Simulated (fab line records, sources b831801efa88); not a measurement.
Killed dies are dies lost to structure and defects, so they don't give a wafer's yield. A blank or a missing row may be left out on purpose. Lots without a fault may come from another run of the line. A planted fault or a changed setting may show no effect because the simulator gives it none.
fab line records | flow sky130
record lots=6 wafers=18 last_day=49
route steps=708 shown VIA4@651 METAL5@661 PAD_OPEN@708
lots that met no fault: from a run of the same line without faults
start_h: hours from the record's first day to the start of the lot's first wafer shown | wait_h: hours since the lot's step before | " the same as in the row above | L1.1+2: a row that stands for several wafers | - no value, or no start given | * or withheld: withheld | < > ~ a bound
route shown NAME@n: a module of which the file shows steps, and the number in the route of the first | usual: mean/standard deviation of fault-free wafers | same: alike in all rows | chamber/n: place in a boat | sites: the reading at each site | _std_site: their standard deviation | _edge_site: outer sites' mean less inner sites' | radius_mm: how far each site lies from the wafer's centre | mask NAME#n: copy n | behind: the tool/chamber that last shaped the wafer | hold: why the lot was held/for how many hours/how that ended | device: the transistor (n, p or np) that didn't switch | end of line: the same wafers' tests at the end of the route | a step without rows: its recipe alone | killed: dies lost to structure and defects at the first sort, not the wafer's yield | map: a wafer's dies, x killed, . not, _ none there
set.NAME: the setting as run; set.NAME@STEP: as run at that earlier step | model.NAME: the simulator's own value behind a step, which no gauge read
lots at some steps of the route; a table a step, a row a wafer
services: from which hour (start_h, from the record's first day; less than 0 if before it) a tool's chamber was out of use, for how many hours, and why
## steps
# step SKY_VIA4_ETCH_12
# recipe target=SiO2 chemistry=C4F8/O2/Ar stop_on=TiN mask_material=NOVOLAK source_w=1500 bias_w=1200 pressure_mtorr=40 c4f8_flow_sccm=withheld O2_flow_sccm=6 Ar_flow_sccm=300 time_s=withheld target_depth_a=5800
# usual oes_product_au=0.926/0.0048 rf_fwd_power_W=1492/5.1
# columns lot.wafer tool chamber start_h wait_h oes_product_au rf_fwd_power_W
L995.1 rie_diel-04 0 1002.47 0.0 0.926 1496
L995.3 " 1 " " 0.930 1485
L995.5 " 0 " " 0.926 1494
L101.1 rie_diel-04 1 1052.26 0.0 0.934 1494
L101.2 " 3 " " 0.915 1493
L101.6 " 0 " " 0.928 1493
L104.2 rie_diel-03 2 1092.20 0.0 0.928 1494
L104.3 " 1 " " 0.928 1483
L104.6 " 2 " " 0.929 1485
L107.1 rie_diel-01 1 1097.52 0.0 0.929 1488
L107.3 " 3 " " 0.922 1495
L107.4 " 2 " " 0.921 1483
L109.1 rie_diel-04 3 1099.27 0.0 0.933 1493
L109.2 " 2 " " 0.914 1489
L109.6 " 0 " " 0.923 1499
L115.1 rie_diel-04 2 1127.07 0.0 0.929 1495
L115.3 " 1 " " 0.926 1484
L115.5 " 1 " " 0.935 1495
# step SKY_VIA4_STRIP_13
# recipe chemistry=O2/N2 power_w=1400 pressure_mtorr=1500 platen_temp_c=withheld o2_flow_sccm=3000 n2_flow_sccm=300 overash_fraction=0.5
# usual drypump_motor_current_A=5.8/0.45 o2_flow_sccm=2998/9 oes_product_au=0.709/0.0048 strip_time_to_endpoint_s=12.804/0.027
# columns lot.wafer tool chamber start_h wait_h drypump_motor_current_A o2_flow_sccm oes_product_au rf_hours_counter_h strip_time_to_endpoint_s
L995.1 plasma_asher-03 0 1002.55 - 5.4 2997 0.706 24 12.773
L995.3 " 0 " " 5.4 2989 0.701 - 12.816
L995.5 " 1 " " 6.1 3020 0.712 - 12.779
L101.1 plasma_asher-01 1 1052.33 - 5.1 2993 0.717 97 12.817
L101.2 " 0 " " 6.2 3000 0.699 97 12.792
L101.6 " 1 " " 5.1 2999 0.712 - 12.811
L104.2 plasma_asher-01 0 1092.27 - 6.2 3000 0.711 102 12.823
L104.3 " 0 " " 6.1 3004 0.717 - 12.778
L104.6 " 1 " " 5.1 2997 0.705 - 12.798
L107.1 plasma_asher-04 1 1097.60 - 6.2 3000 0.709 59 12.814
L107.3 " 0 " " 6.0 2992 0.714 - 12.813
L107.4 " 1 " " 6.2 2990 0.711 - 12.806
L109.1 plasma_asher-04 0 1099.35 - 6.1 2992 0.714 59 12.825
L109.2 " 1 " " 6.2 2991 0.710 59 12.811
L109.6 " 1 " " 6.1 2991 0.721 - 12.828
L115.1 plasma_asher-03 0 1127.15 - 5.4 3010 0.704 35 12.766
L115.3 " 0 " " 5.4 3006 0.706 - 12.853
L115.5 " 1 " " 6.1 3006 0.710 - 12.878
# step SKY_VIA4_STRIP_14
# recipe chemistry=post_etch_residue_remover time_s=1200 temp_c=72.5
# step SKY_VIA4_CLEAN_15
# recipe chemistry=IPA time_s=180 temp_c=25
# step SKY_VIA4_CLEAN_16
# recipe chemistry=O3/DIW dry=n2_spin
# step SKY_VIA4_SPUTTER_17
# recipe material=TiN target_thk_nm=20 chamber_pressure_pa=5 power_w=4000 time_s=80
# usual throttle_valve_pct=29.8/1.1
# columns lot.wafer tool chamber start_h wait_h throttle_valve_pct
L995.1 pvd_sputter-02 - 1003.17 0.0 30.3
L995.3 " - " " 30.4
L995.5 " - " " 28.6
L101.1 pvd_sputter-02 - 1052.92 0.0 30.5
L101.2 " - " " 28.7
L101.6 " - " " 30.5
L104.2 pvd_sputter-01 - 1092.86 0.0 30.0
L104.3 " - " " 30.0
L104.6 " - " " 29.8
L107.1 pvd_sputter-04 - 1098.19 0.0 30.5
L107.3 " - " " 30.1
L107.4 " - " " 28.7
L109.1 pvd_sputter-04 - 1099.98 0.0 30.4
L109.2 " - " " 28.9
L109.6 " - " " 28.8
L115.1 pvd_sputter-02 - 1127.78 0.0 30.4
L115.3 " - " " 30.6
L115.5 " - " " 28.3
# step SKY_VIA4_CVD_18
# recipe material=W target_thk_nm=505 time_s=152.14 temp_c=400 pressure_torr=40
# step SKY_VIA4_RS_MEAS_19
# recipe thk_meas_gauge=four-point-probe reads=W_of_VIA4_CVD_18+TiN_of_VIA4_SPUTTER_17
# usual VIA4_W_RS=0.226/0.003
# columns lot.wafer tool chamber start_h wait_h VIA4_W_RS[ohm/sq]
L995.1 film_metro-03 - 1003.39 0.1 0.227
L995.3 " - " " 0.226
L995.5 " - " " 0.226
L101.1 film_metro-03 - 1053.13 0.1 0.231
L101.2 " - " " 0.227
L101.6 " - " " 0.229
L104.2 film_metro-02 - 1093.09 0.1 0.222
L104.3 " - " " 0.224
L104.6 " - " " 0.225
L107.1 film_metro-02 - 1098.42 0.1 0.229
L107.3 " - " " 0.223
L107.4 " - " " 0.231
L109.1 film_metro-02 - 1100.19 0.1 0.227
L109.2 " - " " 0.225
L109.6 " - " " 0.222
L115.1 film_metro-03 - 1128.00 0.1 0.228
L115.3 " - " " 0.226
L115.5 " - " " 0.229
# step SKY_VIA4_THK_MEAS_20
# recipe thk_meas_gauge=xrf reads=W_of_VIA4_CVD_18
# usual VIA4_W_THK=503/6.7
# columns lot.wafer tool chamber start_h wait_h VIA4_W_THK[nm]
L995.1 film_metro-03 - 1003.51 0.1 507
L995.3 " - " " 508
L995.5 " - " " 511
L101.1 film_metro-03 - 1053.25 0.1 502
L101.2 " - " " 507
L101.6 " - " " 505
L104.2 film_metro-02 - 1093.20 0.1 509
L104.3 " - " " 504
L104.6 " - " " 502
L107.1 film_metro-02 - 1098.54 0.1 491
L107.3 " - " " 503
L107.4 " - " " 487
L109.1 film_metro-02 - 1100.31 0.1 498
L109.2 " - " " 501
L109.6 " - " " 505
L115.1 film_metro-03 - 1128.12 0.1 502
L115.3 " - " " 504
L115.5 " - " " 500
# step SKY_VIA4_CMP_21
# recipe stop_on=SiO2 t_overpolish_s=25 down_force_psi=3.5 platen_rpm=60 target_thk_nm=0 pad_velocity_m_s=0.94248
# step SKY_METAL5_SPUTTER_00
# recipe material=Ti target_thk_nm=15 power_w=3000 time_s=10 chamber_pressure_pa=0.4
# step SKY_METAL5_SPUTTER_01
# recipe material=TiN target_thk_nm=20 power_w=6500 time_s=16.7 chamber_pressure_pa=0.4
# usual throttle_valve_pct=30.1/0.95
# columns lot.wafer tool chamber start_h wait_h throttle_valve_pct
L995.1 pvd_sputter-04 - 1003.98 0.0 28.8
L995.3 " - " " 30.4
L995.5 " - " " 30.0
L101.1 pvd_sputter-01 - 1053.64 0.0 28.3
L101.2 " - " " 29.7
L101.6 " - " " 28.5
L104.2 pvd_sputter-01 - 1093.58 0.0 32.4
L104.3 " - " " 29.9
L104.6 " - " " 29.9
L107.1 pvd_sputter-03 - 1099.04 0.0 29.9
L107.3 " - " " 30.4
L107.4 " - " " 29.3
L109.1 pvd_sputter-01 - 1100.69 0.0 32.3
L109.2 " - " " 28.0
L109.6 " - " " 28.4
L115.1 pvd_sputter-03 - 1128.50 0.0 31.4
L115.3 " - " " 30.4
L115.5 " - " " 29.1
# step SKY_METAL5_SPUTTER_02
# recipe material=AlCu target_thk_nm=1150 power_w=10600 time_s=61.2 chamber_pressure_pa=0.4
# usual throttle_valve_pct=30.1/0.94
# columns lot.wafer tool chamber start_h wait_h throttle_valve_pct model.AlCu_of_METAL5_SPUTTER_02.thk_nm
L995.1 pvd_sputter-04 - 1004.00 0.0 28.7 1139
L995.3 " - " " 30.1 1139
L995.5 " - " " 30.1 1124
L101.1 pvd_sputter-01 - 1053.66 0.0 28.3 1146
L101.2 " - " " 29.9 1159
L101.6 " - " " 28.3 1151
L104.2 pvd_sputter-01 - 1093.60 0.0 32.2 1047
L104.3 " - " " 30.3 1140
L104.6 " - " " 29.7 1149
L107.1 pvd_sputter-03 - 1099.07 0.0 30.1 1128
L107.3 " - " " 30.8 1140
L107.4 " - " " 29.1 1130
L109.1 pvd_sputter-01 - 1100.72 0.0 32.4 1033
L109.2 " - " " 28.3 1130
L109.6 " - " " 28.6 1123
L115.1 pvd_sputter-03 - 1128.52 0.0 31.3 1154
L115.3 " - " " 30.4 1155
L115.5 " - " " 29.3 1149
# step SKY_METAL5_SPUTTER_03
# recipe material=Ti target_thk_nm=5 power_w=3000 time_s=3.3 chamber_pressure_pa=0.4
# step SKY_METAL5_SPUTTER_04
# recipe material=TiN target_thk_nm=70 power_w=6500 time_s=58.3 chamber_pressure_pa=0.4
# step SKY_METAL5_RS_MEAS_05
# recipe thk_meas_gauge=four-point-probe reads=TiN_of_METAL5_SPUTTER_04+Ti_of_METAL5_SPUTTER_03+AlCu_of_METAL5_SPUTTER_02+TiN_of_METAL5_SPUTTER_01+Ti_of_METAL5_SPUTTER_00
# usual METAL5_ALCU_RS=0.02706/0.00027
# columns lot.wafer tool chamber start_h wait_h hold METAL5_ALCU_RS[ohm/sq]
L995.1 film_metro-03 - 1004.12 0.0 - 0.02725
L995.3 " - " " - 0.02732
L995.5 " - " " - 0.02772
L101.1 film_metro-01 - 1053.78 0.0 - 0.02724
L101.2 " - " " - 0.02689
L101.6 " - " " - 0.02709
L104.2 film_metro-02 - 1093.74 0.0 await_dispo/0.2h/release 0.02963
L104.3 " - " " await_dispo/0.2h/release 0.0272
L104.6 " - " " await_dispo/0.2h/release 0.02701
L104.2 film_metro-02 - 1094.03 0.3 - 0.0297
L104.3 " - " " - 0.02728
L104.6 " - " " - 0.02699
L107.1 film_metro-01 - 1099.22 0.1 - 0.02762
L107.3 " - " " - 0.02735
L107.4 " - " " - 0.02764
L109.1 film_metro-01 - 1100.84 0.0 await_dispo/0.2h/release 0.03019
L109.2 " - " " await_dispo/0.2h/release 0.02758
L109.6 " - " " await_dispo/0.2h/release 0.02776
L109.1 film_metro-01 - 1101.12 0.3 - 0.03019
L109.2 " - " " - 0.02766
L109.6 " - " " - 0.02776
L115.1 film_metro-01 - 1128.64 0.0 - 0.02703
L115.3 " - " " - 0.02694
L115.5 " - " " - 0.02711
# step SKY_METAL5_THK_MEAS_06
# recipe thk_meas_gauge=xrf reads=AlCu_of_METAL5_SPUTTER_02
# usual METAL5_ALCU_THK=1160/12
# columns lot.wafer tool chamber start_h wait_h hold METAL5_ALCU_THK[nm]
L995.1 film_metro-03 - 1004.24 0.1 - 1142
L995.3 " - " " - 1145
L995.5 " - " " - 1127
L101.1 film_metro-01 - 1053.90 0.1 - 1159
L101.2 " - " " - 1174
L101.6 " - " " - 1161
L104.2 film_metro-02 - 1096.70 2.7 await_dispo/0.2h/release 1056
L104.3 " - " " await_dispo/0.2h/release 1147
L104.6 " - " " await_dispo/0.2h/release 1152
L104.2 film_metro-02 - 1097.01 0.3 - 1057
L104.3 " - " " - 1150
L104.6 " - " " - 1167
L107.1 film_metro-01 - 1099.34 0.1 - 1133
L107.3 " - " " - 1149
L107.4 " - " " - 1146
L109.1 film_metro-01 - 1103.76 2.6 await_dispo/0.2h/release 1042
L109.2 " - " " await_dispo/0.2h/release 1139
L109.6 " - " " await_dispo/0.2h/release 1135
L109.1 film_metro-01 - 1103.99 0.2 - 1050
L109.2 " - " " - 1151
L109.6 " - " " - 1142
L115.1 film_metro-01 - 1128.76 0.1 - 1165
L115.3 " - " " - 1169
L115.5 " - " " - 1162
# step SKY_METAL5_HMDS_08
# recipe prime_time_s=60 prime_temp_c=120
# step SKY_METAL5_COAT_09
# recipe resist=NOVOLAK spin_rpm=3000 resist_thk_nm=1800
# step SKY_METAL5_SOFTBAKE_10
# recipe temp_c=90 time_s=60 resist=NOVOLAK
# step SKY_METAL5_EXPOSE_11
# recipe mask_id=MM5 na=0.6 source_shape=conventional sigma_outer=0.6 polarization=unpolarized target_cd_nm=1600 dose_mj=190
# step SKY_METAL5_PEB_12
# recipe temp_c=withheld time_s=* resist=NOVOLAK
# step SKY_METAL5_DEVELOP_13
# recipe resist=NOVOLAK developer=TMAH develop_time_s=60 dev_temp_c=23
# step SKY_METAL5_DESCUM_14
# recipe chemistry=O2 source_power_w=150 bias_power_w=0 pressure_mtorr=10 temp_c=40 time_s=11
# usual drypump_motor_current_A=6.1/0.35 oes_product_au=1.002/0.01 rf_fwd_power_W=147.2/0.85
# same bias_power_w=0
# columns lot.wafer tool chamber start_h wait_h drypump_motor_current_A oes_product_au rf_fwd_power_W rf_hours_counter_h
L995.1 rie_metal-01 0 1027.77 0.1 6.2 0.991 146.1 21
L995.3 " 0 " " 6.2 0.996 146.7 -
L995.5 " 1 " " 6.4 0.991 148.6 -
L101.1 rie_metal-02 1 1074.52 0.1 5.7 1.016 147.2 11
L101.2 " 0 " " 6.1 1.002 147.6 22
L101.6 " 0 " " 6.1 1.005 147.9 -
L104.2 rie_metal-01 1 1114.19 0.1 6.4 0.988 148.1 24
L104.3 " 1 " " 6.4 0.992 147.9 -
L104.6 " 0 " " 6.2 1.010 146.4 -
L107.1 rie_metal-01 0 1118.77 0.1 6.2 1.005 146.0 2
L107.3 " 0 " " 6.2 1.002 146.6 -
L107.4 " 0 " " 6.2 1.001 145.6 -
L109.1 rie_metal-02 0 1120.34 0.1 6.0 1.003 147.3 26
L109.2 " 1 " " 5.7 1.015 148.6 15
L109.6 " 1 " " 5.7 1.015 148.5 -
L115.1 rie_metal-01 1 1147.64 0.1 6.4 0.984 147.7 26
L115.3 " 1 " " 6.4 0.990 147.2 -
L115.5 " 0 " " 6.2 1.002 146.3 -
# step SKY_METAL5_METAL_ETCH_15
# recipe target_depth_a=12600 stop_on=SiO2 over_etch_frac=0.2 time_s=252 chemistry=Cl2/BCl3 resist_sidewall_deg=86 pressure_mtorr=10 icp_w=900 bias_w=48.5 Cl2_flow_sccm=60 bcl3_flow_sccm=30
# usual bcl3_flow_sccm=30.01/0.098 drypump_motor_current_A=6.1/0.34 oes_product_au=0.894/0.005 rf_fwd_power_W=897.1/2.8 throttle_valve_pct=22.262/0.0089
# columns lot.wafer tool chamber start_h wait_h bcl3_flow_sccm drypump_motor_current_A oes_product_au rf_fwd_power_W rf_hours_counter_h throttle_valve_pct
L995.1 rie_metal-01 0 1027.80 0.0 30.02 6.2 0.899 896.1 21 22.246
L995.3 " 0 " " 30.00 6.2 0.900 894.7 - 22.267
L995.5 " 1 " " 29.97 6.4 0.891 892.2 - 22.267
L101.1 rie_metal-02 1 1074.56 0.0 30.00 5.7 0.896 894.1 12 22.268
L101.2 " 0 " " 30.18 6.0 0.892 894.5 22 22.250
L101.6 " 0 " " 30.21 6.0 0.897 894.5 - 22.244
L104.2 rie_metal-01 1 1114.22 0.0 29.78 6.4 0.855 900.7 24 22.247
L104.3 " 1 " " 29.92 6.4 0.894 898.4 - 22.273
L104.6 " 0 " " 30.06 6.2 0.891 893.3 - 22.267
L107.1 rie_metal-01 0 1118.84 0.1 30.08 6.2 0.892 897.8 2 22.256
L107.3 " 0 " " 30.03 6.2 0.900 897.7 - 22.262
L107.4 " 0 " " 30.03 6.2 0.892 903.6 - 22.258
L109.1 rie_metal-02 0 1120.37 0.0 29.98 6.0 0.856 895.2 26 22.256
L109.2 " 1 " " 29.96 5.7 0.898 898.3 15 22.259
L109.6 " 1 " " 29.90 5.7 0.884 899.3 - 22.260
L115.1 rie_metal-01 1 1147.67 0.0 30.10 6.4 0.891 896.9 26 22.258
L115.3 " 1 " " 29.96 6.4 0.897 898.4 - 22.265
L115.5 " 0 " " 29.91 6.2 0.893 895.1 - 22.268
# step SKY_METAL5_STRIP_16
# recipe chemistry=O2/N2 power_w=1400 pressure_mtorr=1500 platen_temp_c=withheld o2_flow_sccm=3000 n2_flow_sccm=300 overash_fraction=0.5
# step SKY_PAD_OPEN_PROBE_99
# usual defect_limited_yield=82.5/1.8 killed_at_M0_to_M3=43/6.5 killed_at_M4_up=3/1.7 killed_at_contacts=25/5.1 killed_at_front_end=15/3.8 killed_dies=86/8.8 killed_open=47/6.7 killed_short=39/6 sort_bin_3_pad_short=0.9/0.46 sort_bin_5_function=10.2/1.4 sort_bin_6_memory=6.4/1 sort_n_pass=406/8.8 sort_yield_pct=82.5/1.8
# same gross_dies=492 killed_at_back_side=0 killed_at_other=0 sort_bin_4_leakage[%]=0 sort_bin_8_speed[%]=0
# columns lot.wafer tool chamber start_h wait_h defect_limited_yield[%] killed_at_M0_to_M3 killed_at_M4_up killed_at_contacts killed_at_front_end killed_dies killed_open killed_short sort_bin_3_pad_short[%] sort_bin_5_function[%] sort_bin_6_memory[%] sort_n_pass sort_yield_pct[%] model.etest.met5.rs_ohm_sq model.etest.met5.line_ohm_um
L995.1 prober-02 - 1074.43 0.1 79.5 48 3 31 19 101 47 54 1.8 12.2 6.5 391 79.5 0.02739 0.01717
L995.3 prober-02 - 1074.53 0.2 85.4 31 2 24 15 72 35 37 0.4 8.3 5.9 420 85.4 0.02756 0.0173
L995.5 prober-02 - 1074.63 0.2 85.6 32 1 21 17 71 35 36 0.6 8.5 5.3 421 85.6 0.02766 0.01732
L101.1 prober-02 - 1118.37 0.1 83.1 42 3 30 8 83 43 40 1.0 10.0 5.9 409 83.1 0.0274 0.01715
L101.2 prober-02 - 1118.42 0.1 84.6 45 3 17 11 76 35 41 0.6 7.3 7.5 416 84.6 0.02703 0.01684
L101.6 prober-02 - 1118.62 0.2 80.3 53 6 26 12 97 54 43 0.4 11.2 8.1 395 80.3 0.02705 0.01682
L104.2 prober-02 - 1155.21 0.1 79.7 53 5 25 17 100 54 46 1.6 12.0 6.7 392 79.7 0.02958 0.01842
L104.3 prober-02 - 1155.26 0.2 83.3 38 5 20 19 82 43 39 0.4 10.0 6.3 410 83.3 0.02707 0.01683
L104.6 prober-02 - 1155.41 0.2 81.5 50 1 27 13 91 52 39 1.4 9.6 7.5 401 81.5 0.02722 0.01703
L107.1 prober-01 - 1160.84 0.1 80.3 51 1 29 16 97 51 46 1.2 11.4 7.1 395 80.3 0.02795 0.01739
L107.3 prober-01 - 1160.94 0.2 84.3 42 6 16 13 77 42 35 0.8 7.9 6.9 415 84.3 0.02736 0.01713
L107.4 prober-01 - 1160.99 0.2 80.5 53 3 26 14 96 53 43 0.8 12.4 6.3 396 80.5 0.0277 0.01729
L109.1 prober-02 - 1161.17 0.1 81.7 47 3 29 11 90 44 46 0.4 11.6 6.3 402 81.7 0.03011 0.01871
L109.2 prober-02 - 1161.22 0.1 80.7 49 3 26 17 95 54 41 1.4 11.6 6.3 397 80.7 0.02782 0.01737
L109.6 prober-02 - 1161.42 0.2 81.5 54 3 21 13 91 50 41 0.8 9.3 8.3 401 81.5 0.02796 0.0175
L115.1 prober-02 - 1186.26 0.1 84.3 47 3 20 7 77 42 35 0.8 10.0 4.9 415 84.3 0.02717 0.01699
L115.3 prober-02 - 1186.36 0.2 81.7 51 2 27 10 90 47 43 1.2 10.6 6.5 402 81.7 0.02689 0.01684
L115.5 prober-02 - 1186.46 0.2 84.3 37 3 22 15 77 36 41 0.8 9.1 5.7 415 84.3 0.02732 0.01703
# killed by level:class
L995.1 LI_CONTACT:geometric_particle:open=9 CONTACT:geometric_particle:open=8 VIA1:geometric_particle:open=8 VIA2:geometric_particle:open=8 VIA1:geometric_particle:short=7 METAL2:geometric_particle:short=7 METAL1:geometric_particle:short=6 CONTACT:geometric_particle:short=6
L995.3 CONTACT:geometric_particle:open=8 METAL1:geometric_particle:short=8 LI_CONTACT:geometric_particle:open=7 CONTACT:geometric_particle:short=5 VIA1:geometric_particle:open=5 FIELD_ISO:geometric_particle:short=4 POLY_GATE:geometric_particle:short=4 VIA1:geometric_particle:short=3
L995.5 VIA2:geometric_particle:open=10 POLY_GATE:geometric_particle:short=7 CONTACT:geometric_particle:open=7 FIELD_ISO:geometric_particle:short=6 LI_CONTACT:geometric_particle:open=6 METAL2:geometric_particle:short=5 VIA1:geometric_particle:open=5 LOCAL_INTERCONNECT:geometric_particle:short=4
L101.1 METAL2:geometric_particle:short=10 LI_CONTACT:geometric_particle:open=9 CONTACT:geometric_particle:open=9 CONTACT:geometric_particle:short=6 VIA1:geometric_particle:open=6 METAL1:geometric_particle:short=6 VIA2:geometric_particle:open=5 LOCAL_INTERCONNECT:geometric_particle:short=4
L101.2 METAL2:geometric_particle:short=11 VIA1:geometric_particle:open=9 VIA1:geometric_particle:short=7 LI_CONTACT:geometric_particle:open=6 CONTACT:geometric_particle:short=6 POLY_GATE:geometric_particle:short=4 CONTACT:geometric_particle:open=4 VIA3:geometric_particle:short=4
L101.6 VIA1:geometric_particle:open=14 CONTACT:geometric_particle:open=13 METAL2:geometric_particle:short=9 VIA2:geometric_particle:open=8 VIA2:geometric_particle:short=6 METAL4:geometric_particle:short=5 VIA1:geometric_particle:short=5 FIELD_ISO:geometric_particle:open=4
L104.2 VIA1:geometric_particle:open=12 VIA3:geometric_particle:open=9 CONTACT:geometric_particle:open=8 VIA2:geometric_particle:open=7 METAL2:geometric_particle:short=6 FIELD_ISO:geometric_particle:short=5 LI_CONTACT:geometric_particle:open=5 LOCAL_INTERCONNECT:geometric_particle:short=5
L104.3 VIA1:geometric_particle:open=10 CONTACT:geometric_particle:open=9 METAL1:geometric_particle:short=9 LI_CONTACT:geometric_particle:open=6 METAL2:geometric_particle:short=6 METAL4:geometric_particle:short=5 POLY_GATE:geometric_particle:open=4 VIA2:geometric_particle:open=4
L104.6 VIA1:geometric_particle:open=14 LI_CONTACT:geometric_particle:open=8 VIA3:geometric_particle:open=8 LOCAL_INTERCONNECT:geometric_particle:short=6 CONTACT:geometric_particle:open=6 VIA3:geometric_particle:short=6 METAL1:geometric_particle:short=5 METAL2:geometric_particle:short=5
L107.1 VIA1:geometric_particle:open=14 CONTACT:geometric_particle:open=9 LI_CONTACT:geometric_particle:open=8 VIA1:geometric_particle:short=7 LOCAL_INTERCONNECT:geometric_particle:short=6 VIA2:geometric_particle:open=6 VIA2:geometric_particle:short=6 POLY_GATE:geometric_particle:short=5
L107.3 VIA1:geometric_particle:open=12 VIA2:geometric_particle:open=8 METAL1:geometric_particle:short=6 VIA1:geometric_particle:short=6 METAL4:geometric_particle:short=5 POLY_GATE:geometric_particle:open=4 LI_CONTACT:geometric_particle:open=4 LOCAL_INTERCONNECT:geometric_particle:short=4
L107.4 CONTACT:geometric_particle:open=15 VIA1:geometric_particle:open=9 VIA2:geometric_particle:open=9 METAL1:geometric_particle:short=8 VIA3:geometric_particle:open=7 METAL2:geometric_particle:short=7 LOCAL_INTERCONNECT:geometric_particle:short=5 FIELD_ISO:geometric_particle:short=4
L109.1 VIA1:geometric_particle:open=9 METAL2:geometric_particle:short=9 LI_CONTACT:geometric_particle:open=8 CONTACT:geometric_particle:open=7 VIA3:geometric_particle:open=5 METAL1:geometric_particle:short=5 VIA1:geometric_particle:short=5 VIA3:geometric_particle:short=5
L109.2 VIA1:geometric_particle:open=12 LI_CONTACT:geometric_particle:open=8 VIA2:geometric_particle:open=8 CONTACT:geometric_particle:open=7 METAL2:geometric_particle:short=7 CONTACT:geometric_particle:short=6 VIA3:geometric_particle:open=5 POLY_GATE:geometric_particle:open=4
L109.6 VIA1:geometric_particle:open=14 VIA3:geometric_particle:open=8 LI_CONTACT:geometric_particle:open=7 CONTACT:geometric_particle:open=7 VIA1:geometric_particle:short=6 VIA2:geometric_particle:short=6 METAL1:geometric_particle:short=5 METAL2:geometric_particle:short=5
L115.1 METAL1:geometric_particle:short=11 VIA2:geometric_particle:open=9 LI_CONTACT:geometric_particle:open=8 VIA1:geometric_particle:open=7 METAL3:geometric_particle:short=6 LOCAL_INTERCONNECT:geometric_particle:short=4 CONTACT:geometric_particle:open=4 VIA3:geometric_particle:open=4
L115.3 CONTACT:geometric_particle:open=10 METAL2:geometric_particle:short=9 CONTACT:geometric_particle:short=8 VIA1:geometric_particle:open=8 VIA2:geometric_particle:open=8 VIA3:geometric_particle:open=8 METAL1:geometric_particle:open=5 LOCAL_INTERCONNECT:geometric_particle:short=4
L115.5 VIA1:geometric_particle:short=7 CONTACT:geometric_particle:short=7 VIA1:geometric_particle:open=7 VIA2:geometric_particle:open=5 LI_CONTACT:geometric_particle:open=5 METAL2:geometric_particle:short=5 LOCAL_INTERCONNECT:geometric_particle:short=4 METAL1:geometric_particle:short=4
## services
# columns tool chamber start_h hours kind
pvd_sputter-03 0 984.19 - consumable_replace:kit
pvd_sputter-03 0 984.19 18.0 scheduled_down
pvd_sputter-03 0 984.19 18.0 vent_cycle
rie_diel-04 3 992.15 5.2 repair
pvd_sputter-04 1 1004.12 - consumable_replace:kit
pvd_sputter-02 - 1011.12 0.8 repair
plasma_asher-03 - 1018.32 4.3 pm
rie_diel-01 1 1047.35 1.2 repair
pvd_sputter-01 0 1058.42 - consumable_replace:kit
pvd_sputter-01 0 1058.42 18.0 scheduled_down
pvd_sputter-01 0 1058.42 18.0 vent_cycle
rie_diel-01 - 1058.71 5.7 repair
rie_metal-01 1 1065.05 7.0 repair
rie_diel-01 3 1071.60 8.3 repair
rie_metal-01 0 1084.29 - clean
rie_metal-01 0 1084.29 13.9 scheduled_down
rie_metal-01 0 1084.29 13.9 vent_cycle
rie_diel-03 1 1099.68 14.0 repair
rie_diel-04 1 1113.25 10.0 repair
rie_metal-01 1 1115.10 10.3 repair
rie_diel-01 - 1118.31 3.3 repair
rie_diel-04 2 1128.29 3.6 repair
rie_diel-03 1 1131.83 7.4 repair
pvd_sputter-02 - 1141.51 4.3 repair
## key
first_sign step=SKY_METAL5_RS_MEAS_05 reading=visit direction=added
effect step=SKY_METAL5_RS_MEAS_05 reading=METAL5_ALCU_RS direction=up sigmas=11 usual=0.02706 struck=0.02991
effect step=SKY_METAL5_THK_MEAS_06 reading=visit direction=added
effect step=SKY_METAL5_THK_MEAS_06 reading=METAL5_ALCU_THK direction=down sigmas=9 usual=1160 struck=1049
effect step=SKY_METAL5_METAL_ETCH_15 reading=oes_product_au direction=down sigmas=7.7 usual=0.894 struck=0.855
model_effect step=SKY_METAL5_SPUTTER_02 value=AlCu_of_METAL5_SPUTTER_02.thk_nm without=1132 struck=1040
model_effect step=SKY_PAD_OPEN_PROBE_99 value=etest.met5.rs_ohm_sq without=0.02741 struck=0.02985
met_at SKY_METAL5_SPUTTER_02
struck_wafers L104.2,L109.1
fault kind=process_parameter_drift tool=pvd_sputter-01 chamber=- onset_h=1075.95 steps=SKY_METAL5_SPUTTER_02 channel=time_s offset=* shape=step end_h=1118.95 acts_in=* stated=* scope=struck_wafers_only
